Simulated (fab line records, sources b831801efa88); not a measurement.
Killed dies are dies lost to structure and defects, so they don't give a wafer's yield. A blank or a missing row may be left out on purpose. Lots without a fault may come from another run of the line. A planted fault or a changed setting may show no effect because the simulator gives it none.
A struck lot beside a sound one | flow sky130 | 18 steps out of a route of 708
Sound: wafers L810.1, L810.2, L810.4. Struck: wafers L819.1, L819.5, L819.6. The cause comes at the end.
At each step with rows: each side's tool, then ch and its chambers, then its first start. Under that, the readings that differ: sound wafers | struck wafers | difference of the means | sigmas: that difference in standard deviations of wafers without a fault.
alike: readings whose means differ by less than 2 such deviations, and words and numbers that are the same on both sides. not compared: withheld readings, readings that some wafer has no value for, bounds like >300 that may hide the same value, and numbers for which the record gives no deviation and whose values overlap.
The two part at a step that has a row with sigmas, a row that says differs or no value, or rows on one side only. Numbers that don't overlap but have no deviation are shown without sigmas and don't part them. A reading that every wafer of one side lacks parts them only if that side has two wafers or more.

first, 2 steps without rows for these wafers: SKY_METAL1_CLEAN_23 (cleans in O3/DIW); SKY_VIA1_HDPCVD_00 (deposits SiO2, target thk 1030 nm, time 171.7 s).
SKY_VIA1_THK_MEAS_01:
  sound on film_metro-02, day 35 13:42; struck on film_metro-02, day 38 03:41
  reading              | sound          | struck         | difference | sigmas
  VIA1_HDPCVD_THK (nm) | 1032 1023 1027 | 1001 1002 1020 | -20        | -2
SKY_VIA1_CMP_02: polishes SiO2.
  sound on cmp-01 ch 0,2,3, day 35 13:46; struck on cmp-01 ch 1,2,3, day 38 03:50
  alike: motor_current_A, slurry_flow_ml_min
SKY_VIA1_BOW_MEAS_03:
  sound on film_metro-01, day 35 14:04; struck on film_metro-02, day 38 04:02
  alike: VIA1_BOW
then, 7 steps without rows for these wafers: SKY_VIA1_DEHYDRATE_04 (time 60 s); SKY_VIA1_HMDS_05 (prime time 60 s); SKY_VIA1_COAT_06 (resist thk 60 nm); SKY_VIA1_COAT_07 (resist thk 450 nm); SKY_VIA1_SOFTBAKE_08 (time 90 s); SKY_VIA1_EXPOSE_09 (exposes mask VIM, target cd 150 nm); SKY_VIA1_PEB_10.
SKY_VIA1_DEVELOP_11: develop time 60 s.
  sound on litho_track-01 ch 0, day 36 15:00; struck on litho_track-03 ch 0, day 39 04:00
SKY_VIA1_CD_MEAS_12: target cd 150 nm.
  sound on cd_sem-01, day 36 16:09; struck on cd_sem-02, day 39 05:05
  alike: cd_nm
SKY_VIA1_OVL_MEAS_13:
  sound on overlay-02, day 36 16:16; struck on overlay-01, day 39 05:12
  alike: VIA1_OVL
SKY_VIA1_ETCH_14: etches BARC in N2/H2, stops on SiO2, time 45.9 s, target depth 60 nm.
  sound on rie_diel-04 ch 0,2,3, day 36 16:18; struck on rie_diel-01 ch 1,2, day 39 05:14
  alike: drypump_motor_current_A, oes_product_au, throttle_valve_pct
  not compared: rf_hours_counter_h, model.VIA1.cd_nm
SKY_VIA1_ETCH_15: etches SiO2 in C4F8/O2/Ar, stops on TiN, target depth 351 nm, time 54 s.
  sound on rie_diel-04 ch 0,2,3, day 36 16:20; struck on rie_diel-01 ch 1,2, day 39 05:17
  alike: oes_product_au
  not compared: rf_hours_counter_h
-- the record jumps here: 11 days lie between the struck wafers' starts before and after (it left off in module VIA1 and takes up again in module PAD_OPEN, whose first step shown is number 708 of the route) --
SKY_PAD_OPEN_PROBE_99:
  the record has rows for the struck wafers here (prober-01, day 49 18:22) and none for the sound ones

WHERE THEY PART
First at SKY_VIA1_THK_MEAS_01; last, within this record, at SKY_PAD_OPEN_PROBE_99.

WHY: what the simulator had put in
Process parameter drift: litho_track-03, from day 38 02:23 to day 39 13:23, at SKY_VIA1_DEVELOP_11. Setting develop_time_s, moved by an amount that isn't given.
